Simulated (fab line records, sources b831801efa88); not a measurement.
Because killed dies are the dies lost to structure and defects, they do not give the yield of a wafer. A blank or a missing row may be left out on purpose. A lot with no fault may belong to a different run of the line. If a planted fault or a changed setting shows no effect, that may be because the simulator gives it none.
Which of the tools did it? | flow gf180mcu | 14 lots, 42 wafers sampled, at 4 steps of a route of 602

WHAT THE GAUGES READ, wafer by wafer
GF_VT_IMPLANT_OVL_MEAS_18. Usual: for VT_IMPLANT_01_OVL the level is -0.6 nm and the standard deviation is 1.2.
lot  | measured     | on         | VT_IMPLANT_01_OVL (nm) | flag
L377 | day 6 12:49  | overlay-02 | -0.2 -2.0 -1.5         |
L378 | day 6 19:24  | overlay-02 | -2.4 -2.2 -2.0         |
L379 | day 7 02:31  | overlay-02 | -0.3 -0.2 0.0          |
L380 | day 7 07:55  | overlay-01 | 3.0 1.4 1.5            |
L381 | day 7 13:22  | overlay-01 | 1.5 -0.6 0.2           |
L383 | day 8 03:45  | overlay-02 | -0.5 0.2 -0.6          |
L384 | day 8 09:16  | overlay-02 | 0.4 -1.0 0.5           |
L385 | day 8 13:24  | overlay-01 | -1.4 -0.4 0.2          |
L386 | day 8 20:04  | overlay-01 | -0.1 -0.7 0.7          |
L392 | day 10 10:54 | overlay-01 | -0.8 -1.5 -1.6         |
L393 | day 10 19:28 | overlay-01 | -1.3 -1.1 -2.0         |
L394 | day 10 22:55 | overlay-01 | -3.4 -3.9 -4.0         |
L398 | day 12 00:58 | overlay-02 | 0.0 -0.2 0.5           |
L399 | day 12 06:25 | overlay-02 | 0.1 -0.6 -0.8          |

GF_POLY_GATE_CD_MEAS_18. Usual: cd-nm reads 280.5 nm (standard deviation 1.9).
lot  | measured     | on        | cd-nm (nm)        | flag
L377 | day 9 15:51  | cd-sem-02 | 280.0 281.5 282.3 |
L378 | day 9 20:49  | cd-sem-01 | 280.5 281.5 279.0 |
L379 | day 10 04:41 | cd-sem-01 | 278.3 277.9 284.5 |
L380 | day 10 11:53 | cd-sem-02 | 280.6 280.4 279.7 |
L381 | day 10 19:27 | cd-sem-02 | 281.3 276.1 277.8 |
L383 | day 11 10:34 | cd-sem-01 | 280.5 279.9 280.2 |
L384 | day 11 16:04 | cd-sem-02 | 280.0 282.3 283.3 |
L385 | day 11 20:32 | cd-sem-01 | 280.3 280.2 281.3 |
L386 | day 12 02:27 | cd-sem-01 | 281.2 283.0 281.6 |
L392 | day 14 02:25 | cd-sem-02 | 281.4 278.0 279.6 |
L393 | day 14 11:36 | cd-sem-02 | 281.5 277.4 281.9 |
L394 | day 14 13:43 | cd-sem-01 | 278.2 279.8 281.9 |
L398 | day 15 19:47 | cd-sem-01 | 279.7 282.1 281.3 |
L399 | day 16 02:05 | cd-sem-02 | 283.4 281.3 280.5 |

TOOL THAT RAN EACH LOT (tool first, then ch and the chambers of the sampled wafers, then the start)
lot  | GF_VT_IMPLANT_STRIP_31               | GF_POLY_GATE_PEB_08
L377 | plasma-asher-04 ch 0,1, day 7 04:23  | litho-track-02 ch 0, day 9 12:47
L378 | plasma-asher-03 ch 0, day 7 11:47    | litho-track-03 ch 0, day 9 17:49
L379 | plasma-asher-03 ch 0,1, day 7 17:57  | litho-track-02 ch 0, day 10 02:36
L380 | plasma-asher-03 ch 0,1, day 7 23:40  | litho-track-02 ch 0, day 10 09:07
L381 | plasma-asher-04 ch 0,1, day 8 05:05  | litho-track-02 ch 0, day 10 16:47
L383 | plasma-asher-01 ch 0,1, day 8 20:21  | litho-track-02 ch 0, day 11 08:30
L384 | plasma-asher-03 ch 0,1, day 9 01:51  | litho-track-02 ch 0, day 11 13:57
L385 | plasma-asher-04 ch 0, day 9 06:47    | litho-track-04 ch 0, day 11 18:27
L386 | plasma-asher-04 ch 0,1, day 9 12:41  | litho-track-02 ch 0, day 12 00:23
L392 | plasma-asher-03 ch 0,1, day 11 05:36 | litho-track-03 ch 0, day 13 23:25
L393 | plasma-asher-01 ch 0,1, day 11 14:11 | litho-track-04 ch 0, day 14 08:08
L394 | plasma-asher-03 ch 0,1, day 11 18:12 | litho-track-03 ch 0, day 14 11:38
L398 | plasma-asher-04 ch 0,1, day 12 20:26 | litho-track-04 ch 0, day 15 16:56
L399 | plasma-asher-04 ch 0,1, day 13 02:53 | litho-track-03 ch 0, day 16 00:01
- GF_VT_IMPLANT_STRIP_31: strips in O2/N2.
- GF_POLY_GATE_PEB_08: peb time 90 s.

AS READ BY THE TOOLS THEMSELVES (means over the sampled wafers that have a number; for cases with no such wafer, the mark the record gives instead)
GF_VT_IMPLANT_STRIP_31. Usual: drypump-motor-current-A 5.9 A, standard deviation 0.61; heater-power-w 361 W, standard deviation 51; oes-product-au 0.716 a.u., standard deviation 0.0047; strip-time-to-endpoint-s 12.64 s, standard deviation 0.034.
lot  | tool            | drypump-motor-current-A (A) | heater-power-w (W) | oes-product-au (a.u.) | strip-time-to-endpoint-s (s) | flag
L377 | plasma-asher-04 | 6.5                         | 394                | 0.713                 | 12.67                        |
L378 | plasma-asher-03 | 6.2                         | 405                | 0.717                 | 12.63                        |
L379 | plasma-asher-03 | 5.8                         | 374                | 0.716                 | 12.63                        |
L380 | plasma-asher-03 | 5.8                         | 377                | 0.713                 | 12.64                        |
L381 | plasma-asher-04 | 6.3                         | 356                | 0.718                 | 12.62                        |
L383 | plasma-asher-01 | 5.8                         | 356                | 0.715                 | 12.68                        |
L384 | plasma-asher-03 | 5.8                         | 375                | 0.714                 | 12.60                        |
L385 | plasma-asher-04 | 6.1                         | 315                | 0.717                 | 12.60                        |
L386 | plasma-asher-04 | 6.3                         | 356                | 0.717                 | 12.65                        |
L392 | plasma-asher-03 | 5.3                         | 333                | 0.718                 | 12.67                        |
L393 | plasma-asher-01 | 5.8                         | 355                | 0.718                 | 12.63                        |
L394 | plasma-asher-03 | 5.3                         | 342                | 0.716                 | 12.63                        |
L398 | plasma-asher-04 | 6.5                         | 392                | 0.712                 | 12.67                        |
L399 | plasma-asher-04 | 6.5                         | 389                | 0.723                 | 12.69                        |

GF_POLY_GATE_PEB_08. Usual: heater-power-total-W 85.70 W, standard deviation 0.074; resist-line-temp-C 23.02 C, standard deviation 0.098.
lot  | tool           | heater-power-total-W (W) | resist-line-temp-C (C) | flag
L377 | litho-track-02 | 85.65                    | 22.94                  |
L378 | litho-track-03 | 85.67                    | 23.07                  |
L379 | litho-track-02 | 85.69                    | 23.07                  |
L380 | litho-track-02 | 85.72                    | 23.11                  |
L381 | litho-track-02 | 85.73                    | 22.99                  |
L383 | litho-track-02 | 85.64                    | 23.11                  |
L384 | litho-track-02 | 87.97                    | 22.97                  | OFF
L385 | litho-track-04 | 85.64                    | 23.04                  |
L386 | litho-track-02 | 87.95                    | 22.96                  | OFF
L392 | litho-track-03 | 85.65                    | 23.03                  |
L393 | litho-track-04 | 85.69                    | 23.18                  |
L394 | litho-track-03 | 85.63                    | 23.06                  |
L398 | litho-track-04 | 85.69                    | 23.00                  |
L399 | litho-track-03 | 85.69                    | 23.04                  |

THE ANSWER, worked out from the rows above alone
Rule: a lot is off if the mean of its wafers that have a number lies more than 3 standard deviations from the usual mean. Also off: a lot with no number at a reading for which 4 or more lots have one. Any other lot the step has rows for is counted as sound. Order of review: gauges by route order, followed by the tools' own readings, for which a lot's mean as printed above is used. The first step at which some lot is off is used, and at that step the reading that is off furthest; a lot without a number counts as furthest.
Off, at GF_POLY_GATE_PEB_08 on heater-power-total-W: L384, L386.
A tool fits if, at that step or a process step before it, it ran every lot that is off, and no sound lot after the first of them. One fits: litho-track-02 at GF_POLY_GATE_PEB_08. Its last sound lot is L383 (day 11 08:30), its first lot that is off L384 (day 11 13:57): a fault that began between those two fits.
The tool's own readings at GF_POLY_GATE_PEB_08 bear it out: on the lots that are off they differ by more than 5 times the standard deviation of the sound lots' means. heater-power-total-W reads 87.96 W there against 85.67 W on the sound lots.

WHAT THE SIMULATOR HAD INSERTED
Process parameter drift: litho-track-02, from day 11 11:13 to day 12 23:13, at GF_POLY_GATE_PEB_08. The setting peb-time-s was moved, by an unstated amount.
Struck lots among those shown: L384, L386. The rule given above showed the same thing.
